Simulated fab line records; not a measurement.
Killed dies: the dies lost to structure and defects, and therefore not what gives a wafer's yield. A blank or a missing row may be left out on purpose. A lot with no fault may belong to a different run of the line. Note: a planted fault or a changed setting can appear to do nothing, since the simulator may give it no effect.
The same fault as seen by 2 desks	flow sky130	every desk sees just its own numbers, and what lay behind them comes last

## THE TOOL OWNER'S DESK: pecvd-03
The tool's own readings at SKY_PASSIVATION_CVD_02 (deposits Si3N4, target thk 540 nm): means of the sampled wafers that have a number, for each lot that ran on this tool. Any lot whose mean is over 4 standard deviations away from the usual mean is out of limits and marked OUT; that distance is given in the brackets.
Columns: A = heater power w at SKY_PASSIVATION_CVD_02, usual 756 W
lot	first seen here	A
L129	day 44 06:53	749
L131	day 44 13:55	765
L133	day 45 03:56	777
L143	day 47 19:19	707
L145	day 48 06:10	777
L146	day 48 10:19	705
L149	day 49 07:29	723
Result from this desk: across the 7 lots, nothing is out of limits.

## AT THE METROLOGY DESK
Means of the sampled wafers that have a number, per lot and without regard to the tool the lot ran on: this is what the gauges read. Any lot whose mean is over 4 standard deviations away from the usual mean is out of limits and marked OUT; that distance is given in the brackets.
Columns: A = VIA3_W_RS at SKY_VIA3_RS_MEAS_22, usual 0.293 ohm/sq; B = PASSIVATION_CVD_02_THK at SKY_PASSIVATION_THK_MEAS_03, usual 541 nm
lot	first seen here	A	B
L129	day 40 03:12	0.291	537
L131	day 40 11:04	0.294	589 (+8.0) OUT
L133	day 41 01:02	0.288	633 (+15) OUT
L141	day 43 11:23	0.295	538
L143	day 44 02:14	0.293	540
L144	day 44 12:08	0.292	535
L145	day 44 13:05	0.292	534
L146	day 44 20:29	0.292	541
L147	day 45 08:19	0.295	537
L148	day 45 09:26	0.289	545
L149	day 45 20:40	0.291	542
Per this desk, out of limits: L131, L133; the first was L131, day 44 14:09 (PASSIVATION_CVD_02_THK at SKY_PASSIVATION_THK_MEAS_03). L129, L141, L143, L144, L145, L146, L147, L148, L149: within limits.

## PUT TOGETHER
The metrology desk could have raised an alarm at day 44 14:09, on L131, L133.
The desk of the tool owner found nothing out of limits.
Tool owner's desk: L131, L133 on record, inside its limits.
Every lot named ran SKY_PASSIVATION_CVD_02 on pecvd-03.

## WHAT THE SIMULATOR HAD INSERTED
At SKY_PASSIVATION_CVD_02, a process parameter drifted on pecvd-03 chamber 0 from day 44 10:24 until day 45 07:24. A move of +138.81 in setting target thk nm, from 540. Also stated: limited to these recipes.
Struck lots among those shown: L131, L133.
Hours from the fault's start to each desk's first reading out of limits: the metrology desk, 4.
